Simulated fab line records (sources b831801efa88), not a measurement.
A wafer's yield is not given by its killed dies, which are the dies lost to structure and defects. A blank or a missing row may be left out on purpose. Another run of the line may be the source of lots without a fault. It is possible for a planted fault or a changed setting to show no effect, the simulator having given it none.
Check for tools in common -- flow gf180mcu -- 13 lots and 39 wafers in the sample

WHY THIS WAS OPENED
At GF_POLY_GATE_THK_MEAS_01 the reading POLY_GATE_CVD_00_THK is flagged on 1 of 13 lots. Fault-free wafers read 200.3 nm, with a standard deviation of 1.9.
Rule: a lot is flagged when every wafer of it that has a number lies more than 4 standard deviations from that mean, or none has a number. The other lots count as sound.

lot,measured,on,"POLY_GATE_CVD_00_THK (nm), wafer by wafer",flag
L844,day 8 12:13,film_metro-01,201.2 200.9 202.7,
L846,day 9 00:00,film_metro-03,201.1 202.2 200.5,
L847,day 9 07:37,film_metro-02,201.9 202.3 202.0,
L848,day 9 14:17,film_metro-03,203.8 204.6 203.1,
L849,day 9 21:55,film_metro-03,200.2 198.9 199.1,
L851,day 10 17:26,film_metro-01,202.7 201.8 199.4,
L856,day 12 03:28,film_metro-01,209.2 209.0 208.1,FLAGGED
L862,day 13 15:56,film_metro-03,201.4 202.0 200.9,
L863,day 14 06:19,film_metro-02,199.6 200.3 199.2,
L864,day 14 06:19,film_metro-01,198.5 197.6 199.4,
L865,day 14 11:10,film_metro-01,199.8 200.1 201.3,
L866,day 14 18:11,film_metro-03,199.9 199.3 201.4,
L867,day 15 03:02,film_metro-01,201.9 202.9 201.5,
The mean of the flagged lots' numbers is 208.8 nm, +8.5 nm from the usual (+4 standard deviations).

WHICH TOOL EACH LOT WENT THROUGH
The record keeps 1 process step preceding the reading, out of 602 steps on the route. Read each cell as the tool, then ch plus the chambers that the sampled wafers visited, then the start.
lot,flag,GF_POLY_GATE_CVD_00
L844,,"lpcvd-02 ch 0, day 8 10:13"
L846,,"lpcvd-01 ch 1, day 8 22:40"
L847,,"lpcvd-01 ch 0, day 9 06:17"
L848,,"lpcvd-01 ch 0, day 9 12:57"
L849,,"lpcvd-01 ch 0, day 9 20:34"
L851,,"lpcvd-02 ch 0, day 10 16:07"
L856,FLAGGED,"lpcvd-01 ch 0, day 12 02:08"
L862,,"lpcvd-02 ch 0, day 13 13:55"
L863,,"lpcvd-02 ch 1, day 14 04:19"
L864,,"lpcvd-02 ch 0, day 14 04:19"
L865,,"lpcvd-01 ch 0, day 14 09:08"
L866,,"lpcvd-02 ch 0, day 14 16:50"
L867,,"lpcvd-02 ch 0, day 15 01:41"
What these steps do:
- GF_POLY_GATE_CVD_00: deposits poly-Si, target thk 200 nm, time 1200 s.
- GF_POLY_GATE_THK_MEAS_01

FLAGGED AGAINST TOTAL, ONE TOOL AT A TIME (gauges that did the reading follow at the end)
step,tool,lots run,flagged,share of the flagged lots,sound lots run after its first flagged lot
GF_POLY_GATE_CVD_00,lpcvd-01,6,1,all,1 (L865)
GF_POLY_GATE_CVD_00,lpcvd-02,7,0,none,-
GF_POLY_GATE_THK_MEAS_01,film_metro-01,6,1,all,"3 (L864,L865,L867)"
GF_POLY_GATE_THK_MEAS_01,film_metro-02,2,0,none,-
GF_POLY_GATE_THK_MEAS_01,film_metro-03,5,0,none,-

THE TABLE: WHAT IT ALLOWS
Every flagged lot went through 2 rows of the table: lpcvd-01 at GF_POLY_GATE_CVD_00 and film_metro-01 at GF_POLY_GATE_THK_MEAS_01.
- lpcvd-01 at GF_POLY_GATE_CVD_00: 1 of its 6 lots flagged. Lots that were sound ran on it after the first flagged one (L865); a persistent fault on the entire tool would not allow that.
- film_metro-01 at GF_POLY_GATE_THK_MEAS_01: 1 of its 6 lots flagged. Lots that were sound ran on it after the first flagged one (L864, L865, L867); a persistent fault on the entire tool would not allow that.
Every row of the table either missed a flagged lot or ran a sound lot after the first.

WHAT HAD BEEN PUT IN BY THE SIMULATOR
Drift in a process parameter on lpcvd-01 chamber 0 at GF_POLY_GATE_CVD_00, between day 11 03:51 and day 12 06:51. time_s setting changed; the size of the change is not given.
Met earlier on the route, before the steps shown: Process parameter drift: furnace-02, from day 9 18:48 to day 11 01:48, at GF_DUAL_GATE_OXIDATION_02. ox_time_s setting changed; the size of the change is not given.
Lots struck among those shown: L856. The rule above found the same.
